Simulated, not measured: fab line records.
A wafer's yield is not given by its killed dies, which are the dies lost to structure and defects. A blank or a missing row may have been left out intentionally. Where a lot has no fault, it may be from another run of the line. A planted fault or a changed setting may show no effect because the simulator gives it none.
Which tool did it? || flow gf180mcu || 42 wafers from 14 lots sampled at 5 of the route's 602 steps

## WHAT EACH GAUGE READ, for each wafer
GF_STI_THK_MEAS_02.
{"lot": "L676", "measured": "day 1 12:14", "on": "film metro-03", "STI_OXIDATION_THK (nm)": "9.99 9.88 9.89"}
{"lot": "L679", "measured": "day 2 03:26", "on": "film metro-04", "STI_OXIDATION_THK (nm)": "9.90 9.89 9.95"}
{"lot": "L680", "measured": "day 2 07:31", "on": "film metro-03", "STI_OXIDATION_THK (nm)": "9.48 9.66 9.40"}
{"lot": "L681", "measured": "day 2 12:37", "on": "film metro-03", "STI_OXIDATION_THK (nm)": "9.65 9.77 9.55"}
{"lot": "L682", "measured": "day 2 17:32", "on": "film metro-03", "STI_OXIDATION_THK (nm)": "9.86 9.82 9.84"}
{"lot": "L683", "measured": "day 2 22:31", "on": "film metro-03", "STI_OXIDATION_THK (nm)": "10.03 9.75 9.91"}
{"lot": "L684", "measured": "day 3 03:31", "on": "film metro-01", "STI_OXIDATION_THK (nm)": "9.84 9.87 9.88"}
{"lot": "L685", "measured": "day 3 08:34", "on": "film metro-03", "STI_OXIDATION_THK (nm)": "9.73 9.72 9.88"}
{"lot": "L686", "measured": "day 3 13:31", "on": "film metro-01", "STI_OXIDATION_THK (nm)": "9.54 9.40 9.45"}
{"lot": "L688", "measured": "day 4 00:00", "on": "film metro-04", "STI_OXIDATION_THK (nm)": "9.62 9.69 9.64"}
{"lot": "L692", "measured": "day 4 19:31", "on": "film metro-03", "STI_OXIDATION_THK (nm)": "9.79 9.69 9.74"}
{"lot": "L694", "measured": "day 5 05:32", "on": "film metro-01", "STI_OXIDATION_THK (nm)": "10.01 10.11 10.11"}
{"lot": "L695", "measured": "day 5 10:36", "on": "film metro-03", "STI_OXIDATION_THK (nm)": "9.71 9.49 9.64"}
{"lot": "L696", "measured": "day 5 15:31", "on": "film metro-01", "STI_OXIDATION_THK (nm)": "9.89 9.81 9.71"}

GF_DNWELL_TW_MEAS_09.
{"lot": "L676", "measured": "day 2 20:26", "on": "film metro-02", "DNWELL_TW": "1331 1330 1337"}
{"lot": "L679", "measured": "day 3 10:32", "on": "film metro-03", "DNWELL_TW": "1348 1352 1362"}
{"lot": "L680", "measured": "day 3 15:04", "on": "film metro-04", "DNWELL_TW": "1353 1360 1353"}
{"lot": "L681", "measured": "day 3 21:39", "on": "film metro-04", "DNWELL_TW": "1341 1339 1335"}
{"lot": "L682", "measured": "day 4 03:22", "on": "film metro-03", "DNWELL_TW": "1366 1371 1370"}
{"lot": "L683", "measured": "day 4 07:59", "on": "film metro-03", "DNWELL_TW": "1364 1375 1369"}
{"lot": "L684", "measured": "day 4 11:53", "on": "film metro-03", "DNWELL_TW": "1369 1376 1371"}
{"lot": "L685", "measured": "day 4 17:49", "on": "film metro-03", "DNWELL_TW": "1369 1371 1373"}
{"lot": "L686", "measured": "day 4 23:12", "on": "film metro-02", "DNWELL_TW": "1332 1329 1330"}
{"lot": "L688", "measured": "day 5 11:48", "on": "film metro-03", "DNWELL_TW": "1350 1363 1366"}
{"lot": "L692", "measured": "day 6 06:57", "on": "film metro-03", "DNWELL_TW": "1362 1359 1360"}
{"lot": "L694", "measured": "day 6 18:25", "on": "film metro-04", "DNWELL_TW": "1341 1342 1334"}
{"lot": "L695", "measured": "day 6 23:37", "on": "film metro-03", "DNWELL_TW": "1372 1370 1365"}
{"lot": "L696", "measured": "day 7 04:53", "on": "film metro-03", "DNWELL_TW": "1372 1374 1368"}

GF_DUAL_GATE_OVL_MEAS_11.
{"lot": "L676", "measured": "day 8 11:18", "on": "overlay-02", "DUAL_GATE_OVL (nm)": "-0.5 -1.2 0.9"}
{"lot": "L679", "measured": "day 9 05:24", "on": "overlay-02", "DUAL_GATE_OVL (nm)": "0.4 0.7 -1.3"}
{"lot": "L680", "measured": "day 9 11:44", "on": "overlay-02", "DUAL_GATE_OVL (nm)": "0.9 1.7 -1.0"}
{"lot": "L681", "measured": "day 9 21:21", "on": "overlay-02", "DUAL_GATE_OVL (nm)": "-0.2 -1.5 0.8"}
{"lot": "L682", "measured": "day 10 07:10", "on": "overlay-01", "DUAL_GATE_OVL (nm)": "0.4 -0.1 1.4"}
{"lot": "L683", "measured": "day 10 07:03", "on": "overlay-02", "DUAL_GATE_OVL (nm)": "0.8 -0.4 0.7"}
{"lot": "L684", "measured": "day 10 18:29", "on": "overlay-02", "DUAL_GATE_OVL (nm)": "-0.8 0.0 1.0"}
{"lot": "L685", "measured": "day 11 00:20", "on": "overlay-01", "DUAL_GATE_OVL (nm)": "1.0 0.1 0.7"}
{"lot": "L686", "measured": "day 11 07:36", "on": "overlay-02", "DUAL_GATE_OVL (nm)": "0.4 0.0 0.0"}
{"lot": "L688", "measured": "day 11 18:04", "on": "overlay-02", "DUAL_GATE_OVL (nm)": "-0.3 -1.3 -0.6"}
{"lot": "L692", "measured": "day 12 21:56", "on": "overlay-01", "DUAL_GATE_OVL (nm)": "-1.4 -1.1 0.5"}
{"lot": "L694", "measured": "day 13 11:46", "on": "overlay-01", "DUAL_GATE_OVL (nm)": "1.0 -1.1 -1.2"}
{"lot": "L695", "measured": "day 13 17:24", "on": "overlay-01", "DUAL_GATE_OVL (nm)": "0.4 0.8 1.7"}
{"lot": "L696", "measured": "day 14 03:18", "on": "overlay-02", "DUAL_GATE_OVL (nm)": "-0.5 0.7 -1.1"}

## EACH LOT AND THE TOOL THAT RAN IT (in order: tool; ch and the chambers of the sampled wafers; start)
{"lot": "L676", "GF_DNWELL_COAT_02": "litho track-02 ch 0, day 2 14:26", "GF_DNWELL_STRIP_08": "plasma asher-02 ch 0,1, day 2 20:20"}
{"lot": "L679", "GF_DNWELL_COAT_02": "litho track-02 ch 0, day 3 04:14", "GF_DNWELL_STRIP_08": "plasma asher-02 ch 0,1, day 3 10:26"}
{"lot": "L680", "GF_DNWELL_COAT_02": "litho track-02 ch 0, day 3 07:49", "GF_DNWELL_STRIP_08": "plasma asher-03 ch 0, day 3 14:57"}
{"lot": "L681", "GF_DNWELL_COAT_02": "litho track-04 ch 0, day 3 14:54", "GF_DNWELL_STRIP_08": "plasma asher-03 ch 0,1, day 3 21:33"}
{"lot": "L682", "GF_DNWELL_COAT_02": "litho track-04 ch 0, day 3 20:42", "GF_DNWELL_STRIP_08": "plasma asher-01 ch 0,1, day 4 03:17"}
{"lot": "L683", "GF_DNWELL_COAT_02": "litho track-03 ch 0, day 4 00:27", "GF_DNWELL_STRIP_08": "plasma asher-03 ch 0,1, day 4 07:53"}
{"lot": "L684", "GF_DNWELL_COAT_02": "litho track-04 ch 0, day 4 04:26", "GF_DNWELL_STRIP_08": "plasma asher-03 ch 1, day 4 11:47"}
{"lot": "L685", "GF_DNWELL_COAT_02": "litho track-03 ch 0, day 4 10:26", "GF_DNWELL_STRIP_08": "plasma asher-03 ch 0,1, day 4 17:42"}
{"lot": "L686", "GF_DNWELL_COAT_02": "litho track-03 ch 0, day 4 15:09", "GF_DNWELL_STRIP_08": "plasma asher-03 ch 0,1, day 4 23:06"}
{"lot": "L688", "GF_DNWELL_COAT_02": "litho track-02 ch 0, day 5 03:53", "GF_DNWELL_STRIP_08": "plasma asher-01 ch 0,1, day 5 11:43"}
{"lot": "L692", "GF_DNWELL_COAT_02": "litho track-02 ch 0, day 5 22:44", "GF_DNWELL_STRIP_08": "plasma asher-03 ch 0,1, day 6 06:51"}
{"lot": "L694", "GF_DNWELL_COAT_02": "litho track-03 ch 0, day 6 10:33", "GF_DNWELL_STRIP_08": "plasma asher-03 ch 0,1, day 6 18:20"}
{"lot": "L695", "GF_DNWELL_COAT_02": "litho track-02 ch 0, day 6 15:28", "GF_DNWELL_STRIP_08": "plasma asher-03 ch 0,1, day 6 23:30"}
{"lot": "L696", "GF_DNWELL_COAT_02": "litho track-03 ch 0, day 6 20:27", "GF_DNWELL_STRIP_08": "plasma asher-02 ch 0, day 7 04:47"}
- GF_DNWELL_COAT_02: resist thk 3000 nm.
- GF_DNWELL_STRIP_08: strips in O2/N2.

## AS READ BY THE TOOLS THEMSELVES (means over the sampled wafers that have a number; for cases with no such wafer, the mark the record gives instead)
GF_DNWELL_STRIP_08.
{"lot": "L676", "tool": "plasma asher-02", "chamber pressure mTorr (mTorr)": 1500.4, "drypump motor current A (A)": 5.5, "heater power w (W)": 309, "oes product au (a.u.)": 0.723, "strip time to endpoint s (s)": 36.98}
{"lot": "L679", "tool": "plasma asher-02", "chamber pressure mTorr (mTorr)": 1499.8, "drypump motor current A (A)": 5.5, "heater power w (W)": 307, "oes product au (a.u.)": 0.726, "strip time to endpoint s (s)": 37.02}
{"lot": "L680", "tool": "plasma asher-03", "chamber pressure mTorr (mTorr)": 1500.0, "drypump motor current A (A)": 6.0, "heater power w (W)": 343, "oes product au (a.u.)": 0.723, "strip time to endpoint s (s)": 37.13}
{"lot": "L681", "tool": "plasma asher-03", "chamber pressure mTorr (mTorr)": 1501.2, "drypump motor current A (A)": 5.8, "heater power w (W)": 336, "oes product au (a.u.)": 0.723, "strip time to endpoint s (s)": 37.01}
{"lot": "L682", "tool": "plasma asher-01", "chamber pressure mTorr (mTorr)": 1499.9, "drypump motor current A (A)": 6.1, "heater power w (W)": 385, "oes product au (a.u.)": 0.722, "strip time to endpoint s (s)": 37.05}
{"lot": "L683", "tool": "plasma asher-03", "chamber pressure mTorr (mTorr)": 1499.3, "drypump motor current A (A)": 5.8, "heater power w (W)": 336, "oes product au (a.u.)": 0.724, "strip time to endpoint s (s)": 36.90}
{"lot": "L684", "tool": "plasma asher-03", "chamber pressure mTorr (mTorr)": 1499.4, "drypump motor current A (A)": 5.5, "heater power w (W)": 326, "oes product au (a.u.)": 0.725, "strip time to endpoint s (s)": 36.88}
{"lot": "L685", "tool": "plasma asher-03", "chamber pressure mTorr (mTorr)": 1500.7, "drypump motor current A (A)": 5.7, "heater power w (W)": 330, "oes product au (a.u.)": 0.724, "strip time to endpoint s (s)": 37.15}
{"lot": "L686", "tool": "plasma asher-03", "chamber pressure mTorr (mTorr)": 1500.4, "drypump motor current A (A)": 5.7, "heater power w (W)": 330, "oes product au (a.u.)": 0.725, "strip time to endpoint s (s)": 37.12}
{"lot": "L688", "tool": "plasma asher-01", "chamber pressure mTorr (mTorr)": 1498.7, "drypump motor current A (A)": 6.1, "heater power w (W)": 385, "oes product au (a.u.)": 0.727, "strip time to endpoint s (s)": 37.13}
{"lot": "L692", "tool": "plasma asher-03", "chamber pressure mTorr (mTorr)": 1499.6, "drypump motor current A (A)": 5.7, "heater power w (W)": 330, "oes product au (a.u.)": 0.724, "strip time to endpoint s (s)": 37.14}
{"lot": "L694", "tool": "plasma asher-03", "chamber pressure mTorr (mTorr)": 1499.7, "drypump motor current A (A)": 5.7, "heater power w (W)": 328, "oes product au (a.u.)": 0.719, "strip time to endpoint s (s)": 35.73}
{"lot": "L695", "tool": "plasma asher-03", "chamber pressure mTorr (mTorr)": 1500.0, "drypump motor current A (A)": 5.8, "heater power w (W)": 340, "oes product au (a.u.)": 0.723, "strip time to endpoint s (s)": 37.00}
{"lot": "L696", "tool": "plasma asher-02", "chamber pressure mTorr (mTorr)": 1499.8, "drypump motor current A (A)": 5.2, "heater power w (W)": 328, "oes product au (a.u.)": 0.722, "strip time to endpoint s (s)": 35.77}

## THE ANSWER, worked out from the rows above alone
Rule: the lots themselves supply what counts as usual. Put in order of their means at a reading, lots are off if they are a third of the lots or fewer, leave a main group of 4 or more, and stand apart from it by a gap of 3 or more times the standard deviation of the main group's means; of several such gaps the widest counts. The tables above print the reading to a certain number of digits; a main group whose means all agree to those digits is not used. A lot without any number at a reading at which 4 lots or more have one is off too. The other lots that the step has rows for count as sound. After the gauges, taken in route order, come the tools' own readings; for these a lot's mean is taken, as printed above. The first step at which some lot is off is used, and at that step the reading that is off furthest; a lot without a number counts as furthest.
Off: L694, L696 (GF_DNWELL_STRIP_08, strip time to endpoint s). For the main group the mean is 37.04 s and the standard deviation 0.09.
A tool fits if, at that step or a process step before it, it ran every lot that is off, and no sound lot after the first of them. One fits: GF_DNWELL_COAT_02 on litho track-03. Its last sound lot is L686 (day 4 15:09), its first lot that is off L694 (day 6 10:33): a fault that began between those two fits.

## WHAT THE SIMULATOR HAD PUT IN
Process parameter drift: litho track-03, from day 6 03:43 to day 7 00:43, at GF_DNWELL_COAT_02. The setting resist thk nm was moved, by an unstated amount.
Struck lots among those shown: L694, L696. The rule above found the same.
